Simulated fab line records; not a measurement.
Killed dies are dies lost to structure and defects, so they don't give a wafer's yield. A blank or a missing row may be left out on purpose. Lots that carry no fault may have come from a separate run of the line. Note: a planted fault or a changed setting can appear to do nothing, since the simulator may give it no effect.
Matching of chambers :: flow sky130 :: SKY_VIA2_CMP_24 on cmp-01 has 4 sister chambers
The step polishes, stops on SiO2, t overpolish 20 s, target thk 0 nm. 4 wafers are shown with their chamber, then 12 later ones without.

== WAFERS, EACH WITH ITS CHAMBER ==
wafer: L089.2
chamber: 1
motor current A (A): 9.7

wafer: L092.3
chamber: 3
motor current A (A): 10.6

wafer: L092.4
chamber: 2
motor current A (A): 12.2

wafer: L092.5
chamber: 0
motor current A (A): 11.5

== WAFERS WHOSE CHAMBER IS MISSING ==
wafer: L091.1
motor current A (A): 10.9

wafer: L091.3
motor current A (A): 10.1

wafer: L091.5
motor current A (A): 11.7

wafer: L093.2
motor current A (A): 10.0

wafer: L093.3
motor current A (A): 10.1

wafer: L093.4
motor current A (A): 11.7

wafer: L095.3
motor current A (A): 12.9

wafer: L095.4
motor current A (A): 11.4

wafer: L095.5
motor current A (A): 9.9

wafer: L096.1
motor current A (A): 12.7

wafer: L096.3
motor current A (A): 11.9

wafer: L096.5
motor current A (A): 10.0

== CHAMBER TAKEN BY EACH ==
wafer: L091.1
from the rows above: can't be placed: 3 or 0
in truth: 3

wafer: L091.3
from the rows above: can't be placed: 1 or 3
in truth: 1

wafer: L091.5
from the rows above: can't be placed: 0 or 2
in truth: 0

wafer: L093.2
from the rows above: can't be placed: 1 or 3
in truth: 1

wafer: L093.3
from the rows above: can't be placed: 1 or 3
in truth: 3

wafer: L093.4
from the rows above: can't be placed: 0 or 2
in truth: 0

wafer: L095.3
from the rows above: can't be placed: 2 or 0
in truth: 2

wafer: L095.4
from the rows above: can't be placed: 0 or 2 or 3
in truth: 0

wafer: L095.5
from the rows above: can't be placed: 1 or 3
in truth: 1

wafer: L096.1
from the rows above: can't be placed: 2 or 0
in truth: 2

wafer: L096.3
from the rows above: can't be placed: 2 or 0
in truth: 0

wafer: L096.5
from the rows above: can't be placed: 1 or 3
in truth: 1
Correct placement for 0 of the 12. These rows do not allow placing 12 (true chamber among the candidates in 12). Placed wrongly: 0.
How it was worked out, from the rows above alone: a wafer's distance from a chamber is the root of the sum, over the readings, of the square of ((its reading less the chamber's mean) divided by the reading's scatter). The wafer belongs to the nearest chamber; if the next one is less than 2 further off, it can't be placed. Each chamber's mean is taken over the wafers shown for it. The scatter (one wafer shown for each chamber): square how far every hidden wafer sits from the nearest shown wafer, average those squares and take the square root.
